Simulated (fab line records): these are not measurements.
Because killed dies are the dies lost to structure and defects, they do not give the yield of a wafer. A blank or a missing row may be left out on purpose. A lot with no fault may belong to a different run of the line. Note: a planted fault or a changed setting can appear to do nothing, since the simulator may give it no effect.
fab line records || flow sfqLine
record {"lots": 13, "wafers": 39, "lastDay": 92}
route steps=325 shown I6@267
lots that met no fault: taken from a fault-free run of the same line
startH: the number of hours between the record's first day and the start of the first shown wafer of the lot || waitH: hours since the lot's step before || " identical to the entry in the row above || L1.1+2: several wafers, shown together as one row || - no value, or no start was given || * or withheld: withheld || < > ~ a bound
route shown NAME@n: a module of which the file shows steps, and the number in the route of the first || usual: mean/standard deviation of fault-free wafers || same: alike in all rows || chamber/n: place in a boat || sites: each site's reading || _std_site: the standard deviation of these || _edge_site: inner sites' mean taken away from outer sites' mean || radiusMm: for every site, how far away it sits from the centre of the wafer || mask NAME#n: copy n || behind: the most recent tool/chamber to have shaped the wafer || hold: reason for holding the lot/hours on hold/outcome of the hold || device: names the non-switching transistor (n, p or np) || end of line: the tests these same wafers got at the end of their route || a step without rows: its recipe alone || killed: dies that structure and defects cost at the first sort, which is not the same as the wafer's yield || map: dies across one wafer; x = killed, . = not, _ = none there
set.NAME: the run value of the setting; set.NAME@STEP: its run value at that earlier step || model.NAME: the simulator's own value behind a step, which no gauge read
route steps across a sampled set of lots; one table per step, one row per wafer
services: from which hour (startH, from the record's first day; less than 0 if before it) a tool's chamber was out of use, for how many hours, and why
## steps
# step SFQ_TRILAYER_I6_CMP_CMP_166
# recipe {"material": "SiO2", "downForcePsi": 3, "platenRpm": 60, "padVelocityMS": 0.94248}
# usual {"motorCurrentA": "9.8/0.93", "slurryFilterDpKPa": "13.50/0.13", "timeToEndpointS": "214/8.2"}
{"lot.wafer": "L972.1", "tool": "cmp-01", "chamber": 3, "startH": 1684.56, "waitH": 3.3, "motorCurrentA": 11.5, "slurryFilterDpKPa": 13.47, "timeToEndpointS": 210}
{"lot.wafer": "L972.4", "tool": "cmp-01", "chamber": 2, "startH": 1686.06, "waitH": 4.8, "motorCurrentA": 10.0, "slurryFilterDpKPa": 13.30, "timeToEndpointS": 214}
{"lot.wafer": "L972.5", "tool": "cmp-01", "chamber": 0, "startH": 1687.06, "waitH": 5.8, "motorCurrentA": 8.5, "slurryFilterDpKPa": 13.45, "timeToEndpointS": 218}
{"lot.wafer": "L973.1", "tool": "cmp-02", "chamber": 0, "startH": 1710.15, "waitH": 5.5, "motorCurrentA": 10.3, "slurryFilterDpKPa": 13.58, "timeToEndpointS": 206}
{"lot.wafer": "L973.6", "tool": "cmp-02", "chamber": 2, "startH": 1711.15, "waitH": 6.5, "motorCurrentA": 10.2, "slurryFilterDpKPa": 13.57, "timeToEndpointS": 224}
{"lot.wafer": "L973.5", "tool": "cmp-02", "chamber": 3, "startH": 1711.15, "waitH": 6.5, "motorCurrentA": 10.3, "slurryFilterDpKPa": 13.41, "timeToEndpointS": 217}
{"lot.wafer": "L974.4", "tool": "cmp-01", "chamber": 2, "startH": 1715.49, "waitH": 0.5, "motorCurrentA": 10.0, "slurryFilterDpKPa": 13.61, "timeToEndpointS": 216}
{"lot.wafer": "L974.2", "tool": "cmp-01", "chamber": 3, "startH": 1715.49, "waitH": 0.5, "motorCurrentA": 11.7, "slurryFilterDpKPa": 13.35, "timeToEndpointS": 212}
{"lot.wafer": "L974.1", "tool": "cmp-01", "chamber": 0, "startH": 1715.49, "waitH": 0.5, "motorCurrentA": 8.9, "slurryFilterDpKPa": 13.43, "timeToEndpointS": 219}
{"lot.wafer": "L977.1", "tool": "cmp-02", "chamber": 1, "startH": 1740.02, "waitH": 0.0, "motorCurrentA": 8.3, "slurryFilterDpKPa": 13.35, "timeToEndpointS": 221}
{"lot.wafer": "L977.2", "tool": "cmp-02", "chamber": 3, "startH": 1741.02, "waitH": 1.0, "motorCurrentA": 9.3, "slurryFilterDpKPa": 13.57, "timeToEndpointS": 204}
{"lot.wafer": "L977.5", "tool": "cmp-02", "chamber": 1, "startH": 1742.02, "waitH": 2.0, "motorCurrentA": 8.4, "slurryFilterDpKPa": 13.48, "timeToEndpointS": 231}
{"lot.wafer": "L979.3", "tool": "cmp-01", "chamber": 1, "startH": 1743.03, "waitH": 0.0, "motorCurrentA": 10.4, "slurryFilterDpKPa": 13.67, "timeToEndpointS": 211}
{"lot.wafer": "L979.2", "tool": "cmp-01", "chamber": 2, "startH": 1743.03, "waitH": 0.0, "motorCurrentA": 10.1, "slurryFilterDpKPa": 13.45, "timeToEndpointS": 158}
{"lot.wafer": "L979.4", "tool": "cmp-01", "chamber": 0, "startH": 1744.53, "waitH": 1.5, "motorCurrentA": 8.5, "slurryFilterDpKPa": 13.18, "timeToEndpointS": 217}
{"lot.wafer": "L978.3", "tool": "cmp-02", "chamber": 0, "startH": 1743.64, "waitH": 0.5, "motorCurrentA": 10.6, "slurryFilterDpKPa": 13.45, "timeToEndpointS": 201}
{"lot.wafer": "L978.1", "tool": "cmp-02", "chamber": 2, "startH": 1744.64, "waitH": 1.5, "motorCurrentA": 10.6, "slurryFilterDpKPa": 13.35, "timeToEndpointS": 209}
{"lot.wafer": "L978.6", "tool": "cmp-02", "chamber": 0, "startH": 1745.64, "waitH": 2.5, "motorCurrentA": 9.8, "slurryFilterDpKPa": 13.48, "timeToEndpointS": 206}
{"lot.wafer": "L983.2", "tool": "cmp-01", "chamber": 0, "startH": 1850.54, "waitH": 1.1, "motorCurrentA": 8.6, "slurryFilterDpKPa": 13.54, "timeToEndpointS": 215}
{"lot.wafer": "L983.5", "tool": "cmp-01", "chamber": 2, "startH": 1851.54, "waitH": 2.0, "motorCurrentA": 10.0, "slurryFilterDpKPa": 13.61, "timeToEndpointS": 205}
{"lot.wafer": "L983.6", "tool": "cmp-01", "chamber": 3, "startH": 1851.54, "waitH": 2.0, "motorCurrentA": 10.3, "slurryFilterDpKPa": 13.61, "timeToEndpointS": 211}
{"lot.wafer": "L984.1", "tool": "cmp-02", "chamber": 0, "startH": 1935.90, "waitH": 0.0, "motorCurrentA": 10.2, "slurryFilterDpKPa": 13.39, "timeToEndpointS": 204}
{"lot.wafer": "L984.2", "tool": "cmp-02", "chamber": 3, "startH": 1937.52, "waitH": 1.7, "motorCurrentA": 9.1, "slurryFilterDpKPa": 13.38, "timeToEndpointS": 208}
{"lot.wafer": "L984.5", "tool": "cmp-02", "chamber": 0, "startH": 1937.52, "waitH": 1.7, "motorCurrentA": 10.3, "slurryFilterDpKPa": 13.57, "timeToEndpointS": 199}
{"lot.wafer": "L988.2", "tool": "cmp-01", "chamber": 0, "startH": 1986.40, "waitH": 1.3, "motorCurrentA": 8.8, "slurryFilterDpKPa": 13.34, "timeToEndpointS": 218}
{"lot.wafer": "L988.1", "tool": "cmp-01", "chamber": 1, "startH": 1986.40, "waitH": 1.3, "motorCurrentA": 10.2, "slurryFilterDpKPa": 13.32, "timeToEndpointS": 216}
{"lot.wafer": "L988.6", "tool": "cmp-01", "chamber": 0, "startH": 1988.40, "waitH": 3.3, "motorCurrentA": 8.5, "slurryFilterDpKPa": 13.62, "timeToEndpointS": 222}
{"lot.wafer": "L989.1", "tool": "cmp-01", "chamber": 2, "startH": 2005.99, "waitH": 0.5, "motorCurrentA": 10.1, "slurryFilterDpKPa": 13.35, "timeToEndpointS": 205}
{"lot.wafer": "L989.2", "tool": "cmp-01", "chamber": 0, "startH": 2006.99, "waitH": 1.5, "motorCurrentA": 8.1, "slurryFilterDpKPa": 13.46, "timeToEndpointS": 220}
{"lot.wafer": "L989.5", "tool": "cmp-01", "chamber": 1, "startH": 2006.99, "waitH": 1.5, "motorCurrentA": 10.5, "slurryFilterDpKPa": 13.52, "timeToEndpointS": 217}
{"lot.wafer": "L991.4", "tool": "cmp-01", "chamber": 1, "startH": 2025.04, "waitH": 0.5, "motorCurrentA": 10.2, "slurryFilterDpKPa": 13.49, "timeToEndpointS": 226}
{"lot.wafer": "L991.1", "tool": "cmp-01", "chamber": 3, "startH": 2026.04, "waitH": 1.5, "motorCurrentA": 10.9, "slurryFilterDpKPa": 13.75, "timeToEndpointS": 209}
{"lot.wafer": "L991.5", "tool": "cmp-01", "chamber": 0, "startH": 2026.04, "waitH": 1.5, "motorCurrentA": 8.6, "slurryFilterDpKPa": 13.35, "timeToEndpointS": 225}
{"lot.wafer": "L993.1", "tool": "cmp-01", "chamber": 0, "startH": 2041.72, "waitH": 0.0, "motorCurrentA": 8.4, "slurryFilterDpKPa": 13.43, "timeToEndpointS": 227}
{"lot.wafer": "L993.5", "tool": "cmp-01", "chamber": 0, "startH": 2043.72, "waitH": 2.0, "motorCurrentA": 8.5, "slurryFilterDpKPa": 13.37, "timeToEndpointS": 224}
{"lot.wafer": "L993.6", "tool": "cmp-01", "chamber": 1, "startH": 2043.72, "waitH": 2.0, "motorCurrentA": 10.3, "slurryFilterDpKPa": 13.64, "timeToEndpointS": 224}
{"lot.wafer": "L994.1", "tool": "cmp-02", "chamber": 2, "startH": 2051.56, "waitH": 1.0, "motorCurrentA": 10.6, "slurryFilterDpKPa": 13.41, "timeToEndpointS": 220}
{"lot.wafer": "L994.6", "tool": "cmp-02", "chamber": 0, "startH": 2052.56, "waitH": 2.0, "motorCurrentA": 10.9, "slurryFilterDpKPa": 13.46, "timeToEndpointS": 217}
{"lot.wafer": "L994.5", "tool": "cmp-02", "chamber": 1, "startH": 2052.56, "waitH": 2.0, "motorCurrentA": 8.4, "slurryFilterDpKPa": 13.48, "timeToEndpointS": 234}
# step SFQ_TRILAYER_I6_METRO_MEASURE_167
# usual {"thkNm": "200.2/1.4"}
{"lot.wafer": "L972.1", "tool": "filmMetro-01", "chamber": "-", "startH": 1687.68, "waitH": 0.1, "thkNm": 200.7}
{"lot.wafer": "L972.4", "tool": "filmMetro-01", "chamber": "-", "startH": 1687.68, "waitH": 0.1, "thkNm": 199.3}
{"lot.wafer": "L972.5", "tool": "filmMetro-01", "chamber": "-", "startH": 1687.68, "waitH": 0.1, "thkNm": 200.7}
{"lot.wafer": "L973.1", "tool": "filmMetro-02", "chamber": "-", "startH": 1712.27, "waitH": 0.1, "thkNm": 198.4}
{"lot.wafer": "L973.5", "tool": "filmMetro-02", "chamber": "-", "startH": 1712.27, "waitH": 0.1, "thkNm": 200.7}
{"lot.wafer": "L973.6", "tool": "filmMetro-02", "chamber": "-", "startH": 1712.27, "waitH": 0.1, "thkNm": 201.1}
{"lot.wafer": "L974.1", "tool": "filmMetro-03", "chamber": "-", "startH": 1718.11, "waitH": 0.1, "thkNm": 203.3}
{"lot.wafer": "L974.2", "tool": "filmMetro-03", "chamber": "-", "startH": 1718.11, "waitH": 0.1, "thkNm": 200.4}
{"lot.wafer": "L974.4", "tool": "filmMetro-03", "chamber": "-", "startH": 1718.11, "waitH": 0.1, "thkNm": 200.2}
{"lot.wafer": "L977.1", "tool": "filmMetro-01", "chamber": "-", "startH": 1743.14, "waitH": 0.1, "thkNm": 201.1}
{"lot.wafer": "L977.2", "tool": "filmMetro-01", "chamber": "-", "startH": 1743.14, "waitH": 0.1, "thkNm": 199.2}
{"lot.wafer": "L977.5", "tool": "filmMetro-01", "chamber": "-", "startH": 1743.14, "waitH": 0.1, "thkNm": 201.8}
{"lot.wafer": "L978.1", "tool": "filmMetro-02", "chamber": "-", "startH": 1746.26, "waitH": 0.1, "thkNm": 199.6}
{"lot.wafer": "L978.3", "tool": "filmMetro-02", "chamber": "-", "startH": 1746.26, "waitH": 0.1, "thkNm": 198.5}
{"lot.wafer": "L978.6", "tool": "filmMetro-02", "chamber": "-", "startH": 1746.26, "waitH": 0.1, "thkNm": 199.3}
{"lot.wafer": "L979.2", "tool": "filmMetro-03", "chamber": "-", "startH": 1746.35, "waitH": 0.3, "thkNm": 247.3}
{"lot.wafer": "L979.3", "tool": "filmMetro-03", "chamber": "-", "startH": 1746.35, "waitH": 0.3, "thkNm": 200.0}
{"lot.wafer": "L979.4", "tool": "filmMetro-03", "chamber": "-", "startH": 1746.35, "waitH": 0.3, "thkNm": 200.2}
{"lot.wafer": "L983.2", "tool": "filmMetro-01", "chamber": "-", "startH": 1852.86, "waitH": 0.3, "thkNm": 200.3}
{"lot.wafer": "L983.5", "tool": "filmMetro-01", "chamber": "-", "startH": 1852.86, "waitH": 0.3, "thkNm": 199.1}
{"lot.wafer": "L983.6", "tool": "filmMetro-01", "chamber": "-", "startH": 1852.86, "waitH": 0.3, "thkNm": 198.8}
{"lot.wafer": "L984.1", "tool": "filmMetro-01", "chamber": "-", "startH": 1939.26, "waitH": 0.1, "thkNm": 198.9}
{"lot.wafer": "L984.2", "tool": "filmMetro-01", "chamber": "-", "startH": 1939.26, "waitH": 0.1, "thkNm": 200.2}
{"lot.wafer": "L984.5", "tool": "filmMetro-01", "chamber": "-", "startH": 1939.26, "waitH": 0.1, "thkNm": 197.4}
{"lot.wafer": "L988.1", "tool": "filmMetro-02", "chamber": "-", "startH": 1989.02, "waitH": 0.1, "thkNm": 199.6}
{"lot.wafer": "L988.2", "tool": "filmMetro-02", "chamber": "-", "startH": 1989.02, "waitH": 0.1, "thkNm": 201.7}
{"lot.wafer": "L988.6", "tool": "filmMetro-02", "chamber": "-", "startH": 1989.02, "waitH": 0.1, "thkNm": 202.0}
{"lot.wafer": "L989.1", "tool": "filmMetro-03", "chamber": "-", "startH": 2008.61, "waitH": 0.1, "thkNm": 198.4}
{"lot.wafer": "L989.2", "tool": "filmMetro-03", "chamber": "-", "startH": 2008.61, "waitH": 0.1, "thkNm": 200.1}
{"lot.wafer": "L989.5", "tool": "filmMetro-03", "chamber": "-", "startH": 2008.61, "waitH": 0.1, "thkNm": 198.6}
{"lot.wafer": "L991.1", "tool": "filmMetro-02", "chamber": "-", "startH": 2027.66, "waitH": 0.1, "thkNm": 198.7}
{"lot.wafer": "L991.4", "tool": "filmMetro-02", "chamber": "-", "startH": 2027.66, "waitH": 0.1, "thkNm": 199.1}
{"lot.wafer": "L991.5", "tool": "filmMetro-02", "chamber": "-", "startH": 2027.66, "waitH": 0.1, "thkNm": 199.1}
{"lot.wafer": "L993.1", "tool": "filmMetro-01", "chamber": "-", "startH": 2044.84, "waitH": 0.1, "thkNm": 203.2}
{"lot.wafer": "L993.5", "tool": "filmMetro-01", "chamber": "-", "startH": 2044.84, "waitH": 0.1, "thkNm": 202.2}
{"lot.wafer": "L993.6", "tool": "filmMetro-01", "chamber": "-", "startH": 2044.84, "waitH": 0.1, "thkNm": 200.8}
{"lot.wafer": "L994.1", "tool": "filmMetro-01", "chamber": "-", "startH": 2053.68, "waitH": 0.1, "thkNm": 202.9}
{"lot.wafer": "L994.5", "tool": "filmMetro-01", "chamber": "-", "startH": 2053.68, "waitH": 0.1, "thkNm": 203.1}
{"lot.wafer": "L994.6", "tool": "filmMetro-01", "chamber": "-", "startH": 2053.68, "waitH": 0.1, "thkNm": 199.8}
# step SFQ_TRILAYER_I6_VIA_ETCH_VIA_ETCH_172
# recipe {"target": "SiO2", "stopOn": "Nb", "maskMaterial": "PR", "taperDeg": 20, "chemistry": "CHF3", "targetDepthNm": 260, "sourceW": 500, "biasW": 80, "pressureMtorr": 30, "timeS": "withheld"}
# usual {"chamberPressureMTorr": "30.005/0.029", "drypumpMotorCurrentA": "5.9/0.55", "oesProductAu": "0.855/0.0054"}
{"lot.wafer": "L972.1", "tool": "rieDiel-04", "chamber": 2, "startH": 1691.21, "waitH": 0.0, "chamberPressureMTorr": 29.948, "drypumpMotorCurrentA": 5.6, "oesProductAu": 0.861}
{"lot.wafer": "L972.4", "tool": "rieDiel-04", "chamber": 3, "startH": 1691.21, "waitH": 0.0, "chamberPressureMTorr": 29.996, "drypumpMotorCurrentA": 5.9, "oesProductAu": 0.854}
{"lot.wafer": "L972.5", "tool": "rieDiel-04", "chamber": 3, "startH": 1691.21, "waitH": 0.0, "chamberPressureMTorr": 29.978, "drypumpMotorCurrentA": 5.8, "oesProductAu": 0.865}
{"lot.wafer": "L973.1", "tool": "rieDiel-02", "chamber": 1, "startH": 1722.95, "waitH": 0.0, "chamberPressureMTorr": 30.046, "drypumpMotorCurrentA": 5.0, "oesProductAu": 0.849}
{"lot.wafer": "L973.5", "tool": "rieDiel-02", "chamber": 2, "startH": 1722.95, "waitH": 0.0, "chamberPressureMTorr": 29.944, "drypumpMotorCurrentA": 6.4, "oesProductAu": 0.853}
{"lot.wafer": "L973.6", "tool": "rieDiel-02", "chamber": 1, "startH": 1722.95, "waitH": 0.0, "chamberPressureMTorr": 30.051, "drypumpMotorCurrentA": 5.0, "oesProductAu": 0.856}
{"lot.wafer": "L974.1", "tool": "rieDiel-04", "chamber": 0, "startH": 1724.15, "waitH": 0.0, "chamberPressureMTorr": 30.026, "drypumpMotorCurrentA": 5.0, "oesProductAu": 0.863}
{"lot.wafer": "L974.2", "tool": "rieDiel-04", "chamber": 2, "startH": 1724.15, "waitH": 0.0, "chamberPressureMTorr": 29.958, "drypumpMotorCurrentA": 5.6, "oesProductAu": 0.853}
{"lot.wafer": "L974.4", "tool": "rieDiel-04", "chamber": 1, "startH": 1724.15, "waitH": 0.0, "chamberPressureMTorr": 30.054, "drypumpMotorCurrentA": 6.6, "oesProductAu": 0.856}
{"lot.wafer": "L977.1", "tool": "rieDiel-02", "chamber": 1, "startH": 1794.42, "waitH": 0.0, "chamberPressureMTorr": 29.966, "drypumpMotorCurrentA": 5.0, "oesProductAu": 0.857}
{"lot.wafer": "L977.2", "tool": "rieDiel-02", "chamber": 2, "startH": 1794.42, "waitH": 0.0, "chamberPressureMTorr": 29.986, "drypumpMotorCurrentA": 6.4, "oesProductAu": 0.852}
{"lot.wafer": "L977.5", "tool": "rieDiel-02", "chamber": 1, "startH": 1794.42, "waitH": 0.0, "chamberPressureMTorr": 30.017, "drypumpMotorCurrentA": 5.0, "oesProductAu": 0.860}
{"lot.wafer": "L979.2", "tool": "rieDiel-04", "chamber": 3, "startH": 1795.62, "waitH": 0.0, "chamberPressureMTorr": 30.030, "drypumpMotorCurrentA": 5.9, "oesProductAu": 0.966}
{"lot.wafer": "L979.3", "tool": "rieDiel-04", "chamber": 2, "startH": 1795.62, "waitH": 0.0, "chamberPressureMTorr": 30.013, "drypumpMotorCurrentA": 5.6, "oesProductAu": 0.857}
{"lot.wafer": "L979.4", "tool": "rieDiel-04", "chamber": 1, "startH": 1795.62, "waitH": 0.0, "chamberPressureMTorr": 29.994, "drypumpMotorCurrentA": 6.7, "oesProductAu": 0.851}
{"lot.wafer": "L978.1", "tool": "rieDiel-03", "chamber": 0, "startH": 1796.82, "waitH": 0.0, "chamberPressureMTorr": 30.006, "drypumpMotorCurrentA": 5.7, "oesProductAu": 0.850}
{"lot.wafer": "L978.3", "tool": "rieDiel-03", "chamber": 3, "startH": 1796.82, "waitH": 0.0, "chamberPressureMTorr": 30.016, "drypumpMotorCurrentA": 6.3, "oesProductAu": 0.846}
{"lot.wafer": "L978.6", "tool": "rieDiel-03", "chamber": 1, "startH": 1796.82, "waitH": 0.0, "chamberPressureMTorr": 30.014, "drypumpMotorCurrentA": 6.2, "oesProductAu": 0.855}
{"lot.wafer": "L983.2", "tool": "rieDiel-02", "chamber": 1, "startH": 1863.27, "waitH": 0.0, "chamberPressureMTorr": 29.996, "drypumpMotorCurrentA": 5.0, "oesProductAu": 0.857}
{"lot.wafer": "L983.5", "tool": "rieDiel-02", "chamber": 2, "startH": 1863.27, "waitH": 0.0, "chamberPressureMTorr": 30.040, "drypumpMotorCurrentA": 6.4, "oesProductAu": 0.849}
{"lot.wafer": "L983.6", "tool": "rieDiel-02", "chamber": 1, "startH": 1863.27, "waitH": 0.0, "chamberPressureMTorr": 29.964, "drypumpMotorCurrentA": 5.0, "oesProductAu": 0.857}
{"lot.wafer": "L984.1", "tool": "rieDiel-03", "chamber": 0, "startH": 1947.33, "waitH": 0.0, "chamberPressureMTorr": 29.997, "drypumpMotorCurrentA": 5.7, "oesProductAu": 0.856}
{"lot.wafer": "L984.2", "tool": "rieDiel-03", "chamber": 2, "startH": 1947.33, "waitH": 0.0, "chamberPressureMTorr": 29.992, "drypumpMotorCurrentA": 6.3, "oesProductAu": 0.856}
{"lot.wafer": "L984.5", "tool": "rieDiel-03", "chamber": 2, "startH": 1947.33, "waitH": 0.0, "chamberPressureMTorr": 29.964, "drypumpMotorCurrentA": 6.3, "oesProductAu": 0.845}
{"lot.wafer": "L988.1", "tool": "rieDiel-04", "chamber": 0, "startH": 1992.67, "waitH": 0.0, "chamberPressureMTorr": 30.029, "drypumpMotorCurrentA": 5.1, "oesProductAu": 0.855}
{"lot.wafer": "L988.2", "tool": "rieDiel-04", "chamber": 1, "startH": 1992.67, "waitH": 0.0, "chamberPressureMTorr": 30.000, "drypumpMotorCurrentA": 6.7, "oesProductAu": 0.856}
{"lot.wafer": "L988.6", "tool": "rieDiel-04", "chamber": 0, "startH": 1992.67, "waitH": 0.0, "chamberPressureMTorr": 29.985, "drypumpMotorCurrentA": 5.1, "oesProductAu": 0.863}
{"lot.wafer": "L989.1", "tool": "rieDiel-04", "chamber": 3, "startH": 2012.14, "waitH": 0.0, "chamberPressureMTorr": 30.009, "drypumpMotorCurrentA": 5.8, "oesProductAu": 0.856}
{"lot.wafer": "L989.2", "tool": "rieDiel-04", "chamber": 2, "startH": 2012.14, "waitH": 0.0, "chamberPressureMTorr": 29.980, "drypumpMotorCurrentA": 5.6, "oesProductAu": 0.859}
{"lot.wafer": "L989.5", "tool": "rieDiel-04", "chamber": 3, "startH": 2012.14, "waitH": 0.0, "chamberPressureMTorr": 29.993, "drypumpMotorCurrentA": 5.8, "oesProductAu": 0.861}
{"lot.wafer": "L991.1", "tool": "rieDiel-02", "chamber": 3, "startH": 2038.02, "waitH": 0.0, "chamberPressureMTorr": 30.012, "drypumpMotorCurrentA": 6.3, "oesProductAu": 0.847}
{"lot.wafer": "L991.4", "tool": "rieDiel-02", "chamber": 1, "startH": 2038.02, "waitH": 0.0, "chamberPressureMTorr": 30.011, "drypumpMotorCurrentA": 4.9, "oesProductAu": 0.847}
{"lot.wafer": "L991.5", "tool": "rieDiel-02", "chamber": 1, "startH": 2038.02, "waitH": 0.0, "chamberPressureMTorr": 30.034, "drypumpMotorCurrentA": 5.0, "oesProductAu": 0.855}
{"lot.wafer": "L993.1", "tool": "rieDiel-04", "chamber": 1, "startH": 2048.36, "waitH": 0.0, "chamberPressureMTorr": 30.014, "drypumpMotorCurrentA": 6.6, "oesProductAu": 0.854}
{"lot.wafer": "L993.5", "tool": "rieDiel-04", "chamber": 1, "startH": 2048.36, "waitH": 0.0, "chamberPressureMTorr": 29.995, "drypumpMotorCurrentA": 6.7, "oesProductAu": 0.858}
{"lot.wafer": "L993.6", "tool": "rieDiel-04", "chamber": 2, "startH": 2048.36, "waitH": 0.0, "chamberPressureMTorr": 30.023, "drypumpMotorCurrentA": 5.6, "oesProductAu": 0.860}
{"lot.wafer": "L994.1", "tool": "rieDiel-02", "chamber": 2, "startH": 2091.37, "waitH": 0.0, "chamberPressureMTorr": 30.022, "drypumpMotorCurrentA": 6.4, "oesProductAu": 0.860}
{"lot.wafer": "L994.5", "tool": "rieDiel-02", "chamber": 3, "startH": 2091.37, "waitH": 0.0, "chamberPressureMTorr": 30.012, "drypumpMotorCurrentA": 6.3, "oesProductAu": 0.858}
{"lot.wafer": "L994.6", "tool": "rieDiel-02", "chamber": 2, "startH": 2091.37, "waitH": 0.0, "chamberPressureMTorr": 29.969, "drypumpMotorCurrentA": 6.4, "oesProductAu": 0.854}
## services
{"tool": "rieDiel-04", "chamber": "-", "startH": 1664.37, "hours": 0.3, "kind": "repair"}
{"tool": "cmp-01", "chamber": "-", "startH": 1668.87, "hours": 4.6, "kind": "pm"}
{"tool": "rieDiel-04", "chamber": 0, "startH": 1670.73, "hours": 5.5, "kind": "repair"}
{"tool": "cmp-01", "chamber": "-", "startH": 1682.33, "hours": 2.2, "kind": "repair"}
{"tool": "cmp-01", "chamber": "-", "startH": 1687.91, "hours": 1.4, "kind": "repair"}
{"tool": "cmp-01", "chamber": "-", "startH": 1712.89, "hours": 0.8, "kind": "repair"}
{"tool": "filmMetro-01", "chamber": "-", "startH": 1731.04, "hours": 2.1, "kind": "pm"}
{"tool": "filmMetro-01", "chamber": "-", "startH": 1779.79, "hours": 0.3, "kind": "pm"}
{"tool": "rieDiel-04", "chamber": 1, "startH": 1786.20, "hours": 3.1, "kind": "repair"}
{"tool": "filmMetro-01", "chamber": "-", "startH": 1790.34, "hours": 0.8, "kind": "pm"}
{"tool": "filmMetro-01", "chamber": "-", "startH": 1801.65, "hours": 1.7, "kind": "pm"}
{"tool": "filmMetro-01", "chamber": "-", "startH": 1807.26, "hours": 1.0, "kind": "pm"}
{"tool": "filmMetro-01", "chamber": "-", "startH": 1818.48, "hours": 1.7, "kind": "repair"}
{"tool": "cmp-01", "chamber": "-", "startH": 1848.57, "hours": 0.6, "kind": "repair"}
{"tool": "rieDiel-04", "chamber": "-", "startH": 1861.30, "hours": 14.6, "kind": "pm"}
{"tool": "filmMetro-01", "chamber": "-", "startH": 1864.26, "hours": 12.3, "kind": "pm"}
{"tool": "cmp-01", "chamber": "-", "startH": 1900.54, "hours": 12.3, "kind": "pm"}
{"tool": "cmp-01", "chamber": "-", "startH": 1916.30, "hours": 3.6, "kind": "repair"}
{"tool": "cmp-01", "chamber": "-", "startH": 1928.36, "hours": 1.9, "kind": "repair"}
{"tool": "rieDiel-04", "chamber": "-", "startH": 1936.28, "hours": 4.0, "kind": "pm"}
{"tool": "cmp-01", "chamber": "-", "startH": 1938.83, "hours": 4.0, "kind": "pm"}
{"tool": "cmp-01", "chamber": "-", "startH": 2031.26, "hours": 0.8, "kind": "repair"}
{"tool": "cmp-01", "chamber": "-", "startH": 2035.55, "hours": 4.1, "kind": "pm"}
{"tool": "cmp-01", "chamber": "-", "startH": 2051.19, "hours": 1.2, "kind": "repair"}
## key
firstSign {"step": "SFQ_TRILAYER_I6_CMP_CMP_166", "reading": "timeToEndpointS", "direction": "down", "sigmas": 6.8, "usual": "*", "struck": "*"}
effect {"step": "SFQ_TRILAYER_I6_METRO_MEASURE_167", "reading": "thkNm", "direction": "up", "sigmas": 34, "usual": 200.2, "struck": 247.3}
effect {"step": "SFQ_TRILAYER_I6_VIA_ETCH_VIA_ETCH_172", "reading": "oesProductAu", "direction": "up", "sigmas": 21, "usual": 0.855, "struck": 0.966}
metAt SFQ_TRILAYER_I6_CMP_CMP_166
struckLots L979
struckWafers L979.2
fault {"kind": "processParameterDrift", "tool": "cmp-01", "chamber": 2, "onsetH": 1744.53, "steps": "SFQ_TRILAYER_I6_CMP_CMP_166", "channel": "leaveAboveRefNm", "offset": 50, "shape": "step", "endH": 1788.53, "actsIn": "theseRecipesOnly", "stated": 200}
